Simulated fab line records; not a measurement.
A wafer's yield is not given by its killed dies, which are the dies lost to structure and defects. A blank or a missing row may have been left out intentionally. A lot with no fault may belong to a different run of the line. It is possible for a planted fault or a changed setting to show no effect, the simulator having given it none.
Struck lot and sound lot, side by side | flow gf180mcu | 16 steps out of a route of 602
Sound: these wafers, L811.3, L811.4, L811.6. Wafers struck: L801.1, L801.2, L801.5. At the end, the cause is stated.
At each step with rows: each side's tool, then ch and its chambers, then its first start. Under that, the readings that differ: sound wafers | struck wafers | difference of the means | sigmas: that difference in standard deviations of wafers without a fault.
alike: same words and numbers on both sides, and readings whose means sit less than 2 such deviations apart. not compared: any withheld reading, any reading some wafer has no value for, any bound like >300 that may hide the same value, and any number with overlapping values for which the record gives no deviation.
Wherever a step has rows on one side only, a row that says differs or no value, or a row with sigmas, the two part there. Numbers that don't overlap but have no deviation are shown without sigmas and don't part them. Lack of a reading on every wafer of one side parts them only where that side has two or more wafers.

first, 6 steps without rows for these wafers: GF_PSD_HMDS_01 (prime time 60 s); GF_PSD_COAT_02 (resist thk 1000 nm); GF_PSD_SOFTBAKE_03 (time 60 s); GF_PSD_EXPOSE_04 (exposes mask Pplus, target cd 400 nm); GF_PSD_PEB_05; GF_PSD_DEVELOP_06 (develop time 60 s).
GF_PSD_CD_MEAS_07: target cd 400 nm.
  struck on cd_sem-02, day 17 13:11; sound on cd_sem-02, day 21 03:11
  alike: cd_nm
GF_PSD_OVL_MEAS_08:
  struck on overlay-01, day 17 13:19; sound on overlay-02, day 21 03:16
  reading      | sound       | struck        | difference | sigmas
  PSD_OVL (nm) | 2.8 3.0 3.0 | -0.2 -0.7 0.0 | -3.2       | -2
following that, these wafers have no rows for 1 step: GF_PSD_IMPLANT_09.
GF_PSD_STRIP_10: strips in O2/N2.
  sound on plasma_asher-01 ch 0,1, day 21 03:28; struck on plasma_asher-01 ch 0,1, day 17 13:29
  alike: drypump_motor_current_A, heater_power_w, oes_product_au, platen_temp_c, strip_time_to_endpoint_s
  not compared: rf_hours_counter_h
GF_PSD_TW_MEAS_11:
  struck on film_metro-01, day 17 13:35; sound on film_metro-01, day 21 03:34
  alike: PSD_TW
then, 1 step without rows for these wafers: GF_PSD_CLEAN_12 (cleans in SC1/SC2, time 150 s).
GF_PSD_RTA_13: time 20 s.
  sound on rtp_anneal-01 ch 0, day 21 03:41; struck on rtp_anneal-01 ch 0, day 17 13:42
  reading          | sound                | struck               | difference | sigmas
  wafer_temp_C_max | 1027.7 1027.0 1028.1 | 1007.8 1008.6 1009.0 | -19.1      | -29
  alike: lamp_power_pct
GF_PSD_RS_MEAS_14: measures by four-point-probe.
  struck on film_metro-02, day 17 14:10; sound on film_metro-04, day 21 03:46
  reading         | sound             | struck            | difference | sigmas
  NSD_RS (ohm/sq) | 46.08 46.14 46.04 | 48.53 48.50 48.58 | +2.45      | +31
  not compared: hold
GF_PSD_RS_MEAS_15: measures by four-point-probe.
  struck on film_metro-01, day 17 19:03; sound on film_metro-04, day 21 03:53
  reading         | sound                | struck               | difference | sigmas
  PSD_RS (ohm/sq) | 108.40 108.72 108.25 | 121.49 121.39 121.26 | +12.92     | +56
  not compared: hold
GF_PASSIVATION_PROBE_99:
  the record holds rows for the sound wafers here (prober-01, day 34 13:59) but none for the struck ones

WHERE THEY PART
Earliest at GF_PSD_OVL_MEAS_08; latest, in this record, at GF_PASSIVATION_PROBE_99.

WHY: what had been put in by the simulator
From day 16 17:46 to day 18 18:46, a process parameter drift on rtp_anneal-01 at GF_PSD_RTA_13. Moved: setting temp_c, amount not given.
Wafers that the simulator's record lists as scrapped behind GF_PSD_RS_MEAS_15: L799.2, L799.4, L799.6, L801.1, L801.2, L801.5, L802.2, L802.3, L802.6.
